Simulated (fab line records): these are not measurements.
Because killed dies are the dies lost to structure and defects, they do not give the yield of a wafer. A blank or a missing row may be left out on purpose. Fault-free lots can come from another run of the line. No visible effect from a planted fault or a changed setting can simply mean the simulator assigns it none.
fab line records    flow sky130    part 1 of 2: steps 1 to 33 of 45
record: lots: 5  wafers: 15  last-day: 49
route steps=708 shown PWDE@84 VT_ADJUST_HVTP@85 VT_ADJUST_LVTN@97 VT_ADJUST_NCORE@119
lots untouched by any fault: they come from a run of this same line in which no faults occurred
start-h: hours from the record's opening day to when the first of the lot's shown wafers began    wait-h: hours from the lot's prior step to this one    " as in the row above    L1.1+2: several wafers, shown together as one row    - no value present, or no start provided    * or withheld: withheld    < > ~ a bound
route shown NAME@n: a module of which the file shows steps, and the number in the route of the first    usual: the fault-free wafers' mean and standard deviation    same: alike in all rows    chamber/n: place in a boat    sites: per-site readings    _std_site: their standard deviation    _edge_site: the outer-site mean with the inner-site mean subtracted    radius-mm: for every site, how far away it sits from the centre of the wafer    mask NAME#n: copy n    behind: the tool/chamber that last shaped the wafer    hold: what put the lot on hold/how long, in hours/how the hold closed    device: the transistor (n, p or np) that didn't switch    end of line: the same wafers' tests at the end of the route    a step given without rows: its recipe and nothing more    killed: the dies lost at the first sort to structure and to defects; this is not the yield of the wafer    map: per-die view of a wafer (x killed, . not killed, _ where there is no die)
set.NAME: the setting that was run; set.NAME@STEP: the one run at that earlier step    model.NAME: the simulator's own value behind a step, which no gauge read
lots at selected steps of the route; one table per step, one row per wafer
services: when a tool's chamber went out of use (start-h, in hours from the record's first day, below 0 if earlier), for how many hours, and the reason
== steps ==
step: SKY_NWELL_RS_MEAS_31
recipe: thk-meas-gauge: four-point-probe
usual: PWDE_RS: 5280/16
lot.wafer  tool           chamber  start-h  wait-h  PWDE_RS[ohm/sq]
L074.1     film-metro-02  -        106.08   0.1     5284
L074.3     "              -        "        "       5254
L074.4     "              -        "        "       5292
L079.2     film-metro-04  -        132.93   0.1     5267
L079.4     "              -        "        "       5279
L079.5     "              -        "        "       5293
L082.2     film-metro-02  -        149.85   0.1     5289
L082.3     "              -        "        "       5295
L082.4     "              -        "        "       5263
L088.2     film-metro-03  -        195.11   0.1     5279
L088.5     "              -        "        "       5282
L088.6     "              -        "        "       5281
L090.2     film-metro-04  -        205.20   0.1     5289
L090.3     "              -        "        "       5275
L090.5     "              -        "        "       5288
step: SKY_VT_ADJUST_HVTP_DEHYDRATE_00
recipe: temp-c: 200  time-s: 60
lot.wafer   tool            chamber  start-h  wait-h
L074.1+3+4  litho-track-03  0        113.39   7.3
L079.2+4+5  litho-track-04  0        142.03   9.1
L082.2+3+4  litho-track-03  0        159.02   9.1
L088.2+5+6  litho-track-04  0        205.38   10.2
L090.2+3+5  litho-track-02  0        215.98   10.8
step: SKY_VT_ADJUST_HVTP_HMDS_01
recipe: prime-time-s: 60  prime-temp-c: 120
lot.wafer   tool            chamber  start-h  wait-h
L074.1+3+4  litho-track-03  0        113.54   0.1
L079.2+4+5  litho-track-04  0        142.18   0.1
L082.2+3+4  litho-track-03  0        159.17   0.1
L088.2+5+6  litho-track-04  0        205.53   0.1
L090.2+3+5  litho-track-02  0        216.13   0.1
step: SKY_VT_ADJUST_HVTP_COAT_02
recipe: resist: NOVOLAK  spin-rpm: 3000  resist-thk-nm: 1140
lot.wafer   tool            chamber  start-h  wait-h
L074.1+3+4  litho-track-03  0        113.69   0.1
L079.2+4+5  litho-track-04  0        142.33   0.1
L082.2+3+4  litho-track-03  0        159.32   0.1
L088.2+5+6  litho-track-04  0        205.68   0.1
L090.2+3+5  litho-track-02  0        216.28   0.1
step: SKY_VT_ADJUST_HVTP_SOFTBAKE_03
recipe: temp-c: 90  time-s: 60  resist: NOVOLAK
lot.wafer   tool            chamber  start-h  wait-h
L074.1+3+4  litho-track-03  0        113.84   0.1
L079.2+4+5  litho-track-04  0        142.48   0.1
L082.2+3+4  litho-track-03  0        159.47   0.1
L088.2+5+6  litho-track-04  0        205.83   0.1
L090.2+3+5  litho-track-02  0        216.43   0.1
step: SKY_VT_ADJUST_HVTP_EXPOSE_04
recipe: mask-id: HVTPM  na: 0.6  source-shape: conventional  sigma-outer: 0.6  polarization: unpolarized  target-cd-nm: 380  dose-mj: 140
lot.wafer   tool              chamber  start-h  wait-h  mask
L074.1+3+4  iline-stepper-02  0        -        -       HVTPM#0
L079.2+4+5  iline-stepper-01  0        -        -       HVTPM#0
L082.2+3+4  iline-stepper-02  0        -        -       HVTPM#0
L088.2+5+6  iline-stepper-02  0        -        -       HVTPM#0
L090.2+3+5  iline-stepper-01  0        -        -       HVTPM#0
step: SKY_VT_ADJUST_HVTP_PEB_05
recipe: temp-c: withheld  time-s: *  resist: NOVOLAK
lot.wafer   tool            chamber  start-h  wait-h
L074.1+3+4  litho-track-03  0        -        -
L079.2+4+5  litho-track-04  0        -        -
L082.2+3+4  litho-track-02  0        -        -
L088.2+5+6  litho-track-04  0        -        -
L090.2+3+5  litho-track-02  0        -        -
step: SKY_VT_ADJUST_HVTP_DEVELOP_06
recipe: resist: NOVOLAK  developer: TMAH  develop-time-s: 60  dev-temp-c: 23
lot.wafer   tool            chamber  start-h  wait-h
L074.1+3+4  litho-track-03  0        122.79   0.1
L079.2+4+5  litho-track-04  0        152.03   0.1
L082.2+3+4  litho-track-02  0        169.83   0.1
L088.2+5+6  litho-track-04  0        216.73   0.1
L090.2+3+5  litho-track-02  0        227.13   0.1
step: SKY_VT_ADJUST_HVTP_CD_MEAS_07
recipe: target-cd-nm: 380
usual: cd-nm: 380.0/2.3
lot.wafer  tool       chamber  start-h  wait-h  cd-nm
L074.1     cd-sem-01  -        122.94   0.1     377.4
L074.3     "          -        "        "       380.2
L074.4     "          -        "        "       379.5
L079.2     cd-sem-01  -        152.18   0.1     381.8
L079.4     "          -        "        "       383.5
L079.5     "          -        "        "       381.4
L082.2     cd-sem-02  -        169.98   0.1     377.0
L082.3     "          -        "        "       378.1
L082.4     "          -        "        "       377.0
L088.2     cd-sem-02  -        216.88   0.1     378.9
L088.5     "          -        "        "       378.7
L088.6     "          -        "        "       375.8
L090.2     cd-sem-02  -        227.28   0.1     385.4
L090.3     "          -        "        "       381.7
L090.5     "          -        "        "       382.9
step: SKY_VT_ADJUST_HVTP_OVL_MEAS_08
usual: VT_ADJUST_HVTP_OVL: -0.9/1.2
lot.wafer  tool        chamber  start-h  wait-h  VT_ADJUST_HVTP_OVL[nm]
L074.1     overlay-02  -        123.06   0.1     -1.9
L074.3     "           -        "        "       -2.9
L074.4     "           -        "        "       -0.3
L079.2     overlay-02  -        152.31   0.1     -1.0
L079.4     "           -        "        "       0.5
L079.5     "           -        "        "       -0.9
L082.2     overlay-01  -        170.09   0.1     -0.8
L082.3     "           -        "        "       -2.0
L082.4     "           -        "        "       -0.4
L088.2     overlay-01  -        216.98   0.1     -1.1
L088.5     "           -        "        "       -3.0
L088.6     "           -        "        "       0.6
L090.2     overlay-01  -        227.39   0.1     0.6
L090.3     "           -        "        "       -0.2
L090.5     "           -        "        "       -0.2
step: SKY_VT_ADJUST_HVTP_IMPLANT_09
recipe: species: As  energy-kev: 150  dose-cm2: 4.3e+12  tilt-deg: withheld
usual: dose-ions-cm2: 4.3e+12/5.1e+09
lot.wafer  tool          chamber  start-h  wait-h  dose-ions-cm2
L074.1     implanter-01  0        123.10   0.0     4.294e+12
L074.3     "             0        "        "       4.298e+12
L074.4     "             0        "        "       4.302e+12
L079.2     implanter-01  0        152.36   0.0     4.292e+12
L079.4     "             0        "        "       4.294e+12
L079.5     "             0        "        "       4.295e+12
L082.2     implanter-04  0        170.14   0.0     4.302e+12
L082.3     "             0        "        "       4.297e+12
L082.4     "             0        "        "       4.297e+12
L088.2     implanter-01  0        217.04   0.0     4.31e+12
L088.5     "             0        "        "       4.305e+12
L088.6     "             0        "        "       4.31e+12
L090.2     implanter-03  0        227.44   0.0     4.299e+12
L090.3     "             0        "        "       4.303e+12
L090.5     "             0        "        "       4.305e+12
step: SKY_VT_ADJUST_HVTP_STRIP_10
recipe: chemistry: O2/N2  power-w: 1400  pressure-mtorr: 1500  platen-temp-c: withheld  o2-flow-sccm: 3000  n2-flow-sccm: 300  overash-fraction: 0.5
usual: chamber-pressure-mTorr: 1500.4/1.5  drypump-motor-current-A: 6.18/0.28  n2-flow-sccm: 299.9/0.91  oes-product-au: 0.716/0.0046  strip-time-to-endpoint-s: 14.19/0.035
lot.wafer  tool             chamber  start-h  wait-h  chamber-pressure-mTorr  drypump-motor-current-A  n2-flow-sccm  oes-product-au  rf-hours-counter-h  strip-time-to-endpoint-s
L074.1     plasma-asher-04  1        123.25   0.1     1500.7                  6.41                     299.3         0.718           40                  14.15
L074.3     "                1        "        "       1502.3                  6.39                     300.6         0.716           -                   14.21
L074.4     "                0        "        "       1500.1                  6.45                     300.1         0.713           -                   14.15
L079.2     plasma-asher-04  1        152.49   0.1     1502.6                  6.41                     300.6         0.714           44                  14.18
L079.4     "                0        "        "       1500.5                  6.48                     299.7         0.714           -                   14.11
L079.5     "                1        "        "       1500.9                  6.40                     300.6         0.716           -                   14.15
L082.2     plasma-asher-03  1        170.27   0.1     1501.8                  6.31                     300.3         0.708           37                  14.12
L082.3     "                1        "        "       1499.1                  6.32                     300.0         0.714           -                   14.16
L082.4     "                0        "        "       1500.9                  6.07                     301.9         0.718           -                   14.15
L088.2     plasma-asher-04  0        217.16   0.1     1502.0                  6.46                     299.2         0.718           49                  14.15
L088.5     "                0        "        "       1501.6                  6.48                     299.7         0.717           -                   14.22
L088.6     "                1        "        "       1501.8                  6.43                     300.0         0.705           -                   14.18
L090.2     plasma-asher-04  1        227.57   0.1     1502.9                  6.47                     300.2         0.716           51                  14.19
L090.3     "                1        "        "       1501.1                  6.49                     299.1         0.715           -                   14.20
L090.5     "                1        "        "       1499.5                  6.46                     299.2         0.705           -                   14.22
step: SKY_VT_ADJUST_HVTP_TW_MEAS_11
usual: VT_ADJUST_HVTP_TW: 1370/11
lot.wafer  tool           chamber  start-h  wait-h  VT_ADJUST_HVTP_TW
L074.1     film-metro-01  -        123.35   0.1     1362
L074.3     "              -        "        "       1372
L074.4     "              -        "        "       1377
L079.2     film-metro-02  -        152.60   0.1     1382
L079.4     "              -        "        "       1372
L079.5     "              -        "        "       1381
L082.2     film-metro-04  -        170.41   0.1     1352
L082.3     "              -        "        "       1348
L082.4     "              -        "        "       1356
L088.2     film-metro-02  -        217.27   0.1     1382
L088.5     "              -        "        "       1370
L088.6     "              -        "        "       1382
L090.2     film-metro-02  -        227.68   0.1     1385
L090.3     "              -        "        "       1376
L090.5     "              -        "        "       1378
step: SKY_VT_ADJUST_LVTN_DEHYDRATE_00
recipe: temp-c: 200  time-s: 60
lot.wafer   tool            chamber  start-h  wait-h
L074.1+3+4  litho-track-01  0        132.17   8.8
L079.2+4+5  litho-track-01  0        161.50   8.9
L082.2+3+4  litho-track-01  0        180.15   9.7
L088.2+5+6  litho-track-01  0        227.60   10.3
L090.2+3+5  litho-track-02  0        238.78   11.1
step: SKY_VT_ADJUST_LVTN_HMDS_01
recipe: prime-time-s: 60  prime-temp-c: 120
lot.wafer   tool            chamber  start-h  wait-h
L074.1+3+4  litho-track-01  0        132.32   0.1
L079.2+4+5  litho-track-01  0        161.65   0.1
L082.2+3+4  litho-track-01  0        180.30   0.1
L088.2+5+6  litho-track-01  0        227.75   0.1
L090.2+3+5  litho-track-02  0        238.93   0.1
step: SKY_VT_ADJUST_LVTN_COAT_02
recipe: spin-rpm: 2000  resist-thk-nm: 3000
lot.wafer   tool            chamber  start-h  wait-h
L074.1+3+4  litho-track-01  0        132.47   0.1
L079.2+4+5  litho-track-01  0        161.80   0.1
L082.2+3+4  litho-track-01  0        180.45   0.1
L088.2+5+6  litho-track-01  0        227.90   0.1
L090.2+3+5  litho-track-02  0        239.08   0.1
step: SKY_VT_ADJUST_LVTN_SOFTBAKE_03
recipe: temp-c: 110  time-s: withheld
lot.wafer   tool            chamber  start-h  wait-h
L074.1+3+4  litho-track-01  0        132.62   0.1
L079.2+4+5  litho-track-01  0        161.96   0.1
L082.2+3+4  litho-track-01  0        180.61   0.1
L088.2+5+6  litho-track-01  0        228.06   0.1
L090.2+3+5  litho-track-02  0        239.24   0.1
step: SKY_VT_ADJUST_LVTN_EXPOSE_04
recipe: mask-id: NWM_COMPLEMENT_LESS_NATIVE  na: 0.6  source-shape: conventional  sigma-outer: 0.6  polarization: unpolarized  target-cd-nm: 840  dose-mj: 194
lot.wafer   tool              chamber  start-h  wait-h  mask
L074.1+3+4  iline-stepper-02  0        -        -       NWM_COMPLEMENT_LESS_NATIVE#0
L079.2+4+5  iline-stepper-01  0        -        -       NWM_COMPLEMENT_LESS_NATIVE#0
L082.2+3+4  iline-stepper-01  0        -        -       NWM_COMPLEMENT_LESS_NATIVE#0
L088.2+5+6  iline-stepper-02  0        -        -       NWM_COMPLEMENT_LESS_NATIVE#0
L090.2+3+5  iline-stepper-01  0        -        -       NWM_COMPLEMENT_LESS_NATIVE#0
step: SKY_VT_ADJUST_LVTN_PEB_05
recipe: temp-c: 115  time-s: withheld
lot.wafer   tool            chamber  start-h  wait-h
L074.1+3+4  litho-track-03  0        -        -
L079.2+4+5  litho-track-02  0        -        -
L082.2+3+4  litho-track-02  0        -        -
L088.2+5+6  litho-track-02  0        -        -
L090.2+3+5  litho-track-01  0        -        -
step: SKY_VT_ADJUST_LVTN_DEVELOP_06
recipe: wall-angle-deg: 90  developer: TMAH  develop-time-s: 60  dev-temp-c: 23
lot.wafer   tool            chamber  start-h  wait-h
L074.1+3+4  litho-track-03  0        -        -
L079.2+4+5  litho-track-02  0        -        -
L082.2+3+4  litho-track-02  0        -        -
L088.2+5+6  litho-track-02  0        -        -
L090.2+3+5  litho-track-01  0        -        -
step: SKY_VT_ADJUST_LVTN_OVL_MEAS_07
usual: VT_ADJUST_LVTN_OVL: -0.2/1.5
lot.wafer  tool        chamber  start-h  wait-h  VT_ADJUST_LVTN_OVL[nm]
L074.1     overlay-02  -        142.04   -       -0.2
L074.3     "           -        "        "       3.9
L074.4     "           -        "        "       2.0
L079.2     overlay-01  -        172.52   -       -2.1
L079.4     "           -        "        "       -2.9
L079.5     "           -        "        "       -1.0
L082.2     overlay-02  -        190.92   -       -1.0
L082.3     "           -        "        "       -1.6
L082.4     "           -        "        "       -0.5
L088.2     overlay-01  -        239.77   -       -0.1
L088.5     "           -        "        "       2.1
L088.6     "           -        "        "       2.3
L090.2     overlay-01  -        250.93   -       -0.8
L090.3     "           -        "        "       -1.1
L090.5     "           -        "        "       -0.3
step: SKY_VT_ADJUST_LVTN_IMPLANT_08
recipe: species: B  energy-kev: 30  dose-cm2: 1.57e+12  tilt-deg: withheld
usual: dose-ions-cm2: 1.5699e+12/1.7e+09
lot.wafer  tool          chamber  start-h  wait-h  dose-ions-cm2
L074.1     implanter-04  0        142.08   0.0     1.5687e+12
L074.3     "             0        "        "       1.5692e+12
L074.4     "             0        "        "       1.5684e+12
L079.2     implanter-02  0        172.57   0.0     1.572e+12
L079.4     "             0        "        "       1.5712e+12
L079.5     "             0        "        "       1.5709e+12
L082.2     implanter-02  0        190.97   0.0     1.5712e+12
L082.3     "             0        "        "       1.5723e+12
L082.4     "             0        "        "       1.5705e+12
L088.2     implanter-02  0        239.82   0.0     1.567e+12
L088.5     "             0        "        "       1.5684e+12
L088.6     "             0        "        "       1.5714e+12
L090.2     implanter-01  0        250.98   0.0     1.5704e+12
L090.3     "             0        "        "       1.5721e+12
L090.5     "             0        "        "       1.5675e+12
step: SKY_VT_ADJUST_LVTN_STRIP_09
recipe: chemistry: O2/N2  power-w: 1400  pressure-mtorr: 1500  platen-temp-c: withheld  o2-flow-sccm: 3000  n2-flow-sccm: 300  overash-fraction: 0.5
usual: chamber-pressure-mTorr: 1500.3/2.6  drypump-motor-current-A: 6.0/0.58  n2-flow-sccm: 299.9/0.87  oes-product-au: 0.722/0.0044  strip-time-to-endpoint-s: 36.90/0.11
lot.wafer  tool             chamber  start-h  wait-h  chamber-pressure-mTorr  drypump-motor-current-A  n2-flow-sccm  oes-product-au  rf-hours-counter-h  strip-time-to-endpoint-s
L074.1     plasma-asher-01  1        142.23   0.1     1498.8                  5.7                      300.5         0.722           47                  37.07
L074.3     "                0        "        "       1501.7                  5.9                      299.7         0.721           -                   37.03
L074.4     "                1        "        "       1499.1                  5.7                      299.3         0.713           -                   37.07
L079.2     plasma-asher-01  0        172.70   0.1     1499.0                  5.9                      299.5         0.719           50                  36.96
L079.4     "                1        "        "       1500.3                  5.7                      301.0         0.718           -                   37.00
L079.5     "                0        "        "       1498.7                  5.9                      299.1         0.718           -                   36.97
L082.2     plasma-asher-01  0        191.10   0.1     1500.4                  5.9                      299.6         0.728           52                  36.81
L082.3     "                1        "        "       1500.9                  5.7                      300.1         0.726           -                   36.94
L082.4     "                0        "        "       1498.8                  5.9                      299.5         0.716           -                   36.94
L088.2     plasma-asher-01  0        239.95   0.1     1501.1                  5.9                      300.6         0.724           57                  37.05
L088.5     "                0        "        "       1500.2                  5.9                      299.0         0.729           -                   36.86
L088.6     "                1        "        "       1497.8                  5.7                      301.1         0.720           -                   37.11
L090.2     plasma-asher-02  0        251.11   0.1     1499.7                  6.6                      300.0         0.723           12                  36.76
L090.3     "                0        "        "       1499.0                  6.5                      300.8         0.720           -                   36.74
L090.5     "                1        "        "       1501.3                  4.9                      299.9         0.720           -                   36.70
step: SKY_VT_ADJUST_LVTN_TW_MEAS_10
usual: VT_ADJUST_LVTN_TW: 244.0/1.7
lot.wafer  tool           chamber  start-h  wait-h  VT_ADJUST_LVTN_TW
L074.1     film-metro-02  -        142.33   0.1     244.6
L074.3     "              -        "        "       246.7
L074.4     "              -        "        "       245.8
L079.2     film-metro-02  -        172.81   0.1     245.9
L079.4     "              -        "        "       246.4
L079.5     "              -        "        "       244.8
L082.2     film-metro-01  -        191.21   0.1     244.8
L082.3     "              -        "        "       245.3
L082.4     "              -        "        "       245.0
L088.2     film-metro-01  -        240.06   0.1     245.0
L088.5     "              -        "        "       245.2
L088.6     "              -        "        "       244.8
L090.2     film-metro-01  -        251.22   0.1     244.8
L090.3     "              -        "        "       245.2
L090.5     "              -        "        "       245.5
step: SKY_VT_ADJUST_LVTN_DEHYDRATE_11
recipe: temp-c: 200  time-s: 60
lot.wafer   tool            chamber  start-h  wait-h
L074.1+3+4  litho-track-01  0        151.42   9.1
L079.2+4+5  litho-track-01  0        182.55   9.7
L082.2+3+4  litho-track-03  0        200.82   9.6
L088.2+5+6  litho-track-01  0        250.95   10.9
L090.2+3+5  litho-track-02  0        262.73   11.5
step: SKY_VT_ADJUST_LVTN_HMDS_12
recipe: prime-time-s: 60  prime-temp-c: 120
lot.wafer   tool            chamber  start-h  wait-h
L074.1+3+4  litho-track-01  0        151.57   0.1
L079.2+4+5  litho-track-01  0        182.70   0.1
L082.2+3+4  litho-track-03  0        200.97   0.1
L088.2+5+6  litho-track-01  0        251.10   0.1
L090.2+3+5  litho-track-02  0        262.88   0.1
step: SKY_VT_ADJUST_LVTN_COAT_13
recipe: resist: NOVOLAK  spin-rpm: 3000  resist-thk-nm: 1140
lot.wafer   tool            chamber  start-h  wait-h
L074.1+3+4  litho-track-01  0        151.72   0.1
L079.2+4+5  litho-track-01  0        182.85   0.1
L082.2+3+4  litho-track-03  0        201.12   0.1
L088.2+5+6  litho-track-01  0        251.25   0.1
L090.2+3+5  litho-track-02  0        263.03   0.1
step: SKY_VT_ADJUST_LVTN_SOFTBAKE_14
recipe: temp-c: 90  time-s: 60  resist: NOVOLAK
lot.wafer   tool            chamber  start-h  wait-h
L074.1+3+4  litho-track-01  0        151.87   0.1
L079.2+4+5  litho-track-01  0        183.00   0.1
L082.2+3+4  litho-track-03  0        201.27   0.1
L088.2+5+6  litho-track-01  0        251.40   0.1
L090.2+3+5  litho-track-02  0        263.18   0.1
step: SKY_VT_ADJUST_LVTN_EXPOSE_15
recipe: mask-id: HVN_STD_DERIVED  na: 0.6  source-shape: conventional  sigma-outer: 0.6  polarization: unpolarized  target-cd-nm: 600  dose-mj: 163
lot.wafer   tool              chamber  start-h  wait-h  mask
L074.1+3+4  iline-stepper-02  0        -        -       HVN_STD_DERIVED#0
L079.2+4+5  iline-stepper-02  0        -        -       HVN_STD_DERIVED#0
L082.2+3+4  iline-stepper-02  0        -        -       HVN_STD_DERIVED#0
L088.2+5+6  iline-stepper-02  0        -        -       HVN_STD_DERIVED#0
L090.2+3+5  iline-stepper-02  0        -        -       HVN_STD_DERIVED#0
step: SKY_VT_ADJUST_LVTN_PEB_16
recipe: temp-c: withheld  time-s: *  resist: NOVOLAK
lot.wafer   tool            chamber  start-h  wait-h
L074.1+3+4  litho-track-03  0        -        -
L079.2+4+5  litho-track-03  0        -        -
L082.2+3+4  litho-track-01  0        -        -
L088.2+5+6  litho-track-02  0        -        -
L090.2+3+5  litho-track-02  0        -        -
step: SKY_VT_ADJUST_LVTN_DEVELOP_17
recipe: resist: NOVOLAK  developer: TMAH  develop-time-s: 60  dev-temp-c: 23
lot.wafer   tool            chamber  start-h  wait-h
L074.1+3+4  litho-track-03  0        161.04   0.1
L079.2+4+5  litho-track-03  0        193.87   0.1
L082.2+3+4  litho-track-01  0        211.90   0.1
L088.2+5+6  litho-track-02  0        263.48   0.1
L090.2+3+5  litho-track-02  0        275.13   0.1
step: SKY_VT_ADJUST_LVTN_OVL_MEAS_18
usual: VT_ADJUST_LVTN_01_OVL: 0.7/1.6
lot.wafer  tool        chamber  start-h  wait-h  VT_ADJUST_LVTN_01_OVL[nm]
L074.1     overlay-02  -        161.19   0.1     3.0
L074.3     "           -        "        "       1.5
L074.4     "           -        "        "       2.5
L079.2     overlay-02  -        194.00   0.1     -0.5
L079.4     "           -        "        "       -0.4
L079.5     "           -        "        "       1.8
L082.2     overlay-01  -        212.03   0.1     -0.9
L082.3     "           -        "        "       -0.3
L082.4     "           -        "        "       0.4
L088.2     overlay-01  -        263.61   0.1     -1.9
L088.5     "           -        "        "       -2.7
L088.6     "           -        "        "       1.3
L090.2     overlay-02  -        275.26   0.1     1.9
L090.3     "           -        "        "       1.5
L090.5     "           -        "        "       3.7
step: SKY_VT_ADJUST_LVTN_IMPLANT_19
recipe: species: B  energy-kev: 30  dose-cm2: 6.5e+11  tilt-deg: withheld
usual: dose-ions-cm2: 6.5e+11/6.8e+08
lot.wafer  tool          chamber  start-h  wait-h  dose-ions-cm2
L074.1     implanter-04  0        161.23   0.0     6.511e+11
L074.3     "             0        "        "       6.507e+11
L074.4     "             0        "        "       6.501e+11
L079.2     implanter-01  0        194.05   0.0     6.509e+11
L079.4     "             0        "        "       6.506e+11
L079.5     "             0        "        "       6.514e+11
L082.2     implanter-02  0        212.08   0.0     6.495e+11
L082.3     "             0        "        "       6.493e+11
L082.4     "             0        "        "       6.5e+11
L088.2     implanter-04  0        263.67   0.0     6.498e+11
L088.5     "             0        "        "       6.502e+11
L088.6     "             0        "        "       6.508e+11
L090.2     implanter-01  0        275.32   0.0     6.496e+11
L090.3     "             0        "        "       6.5e+11
L090.5     "             0        "        "       6.51e+11
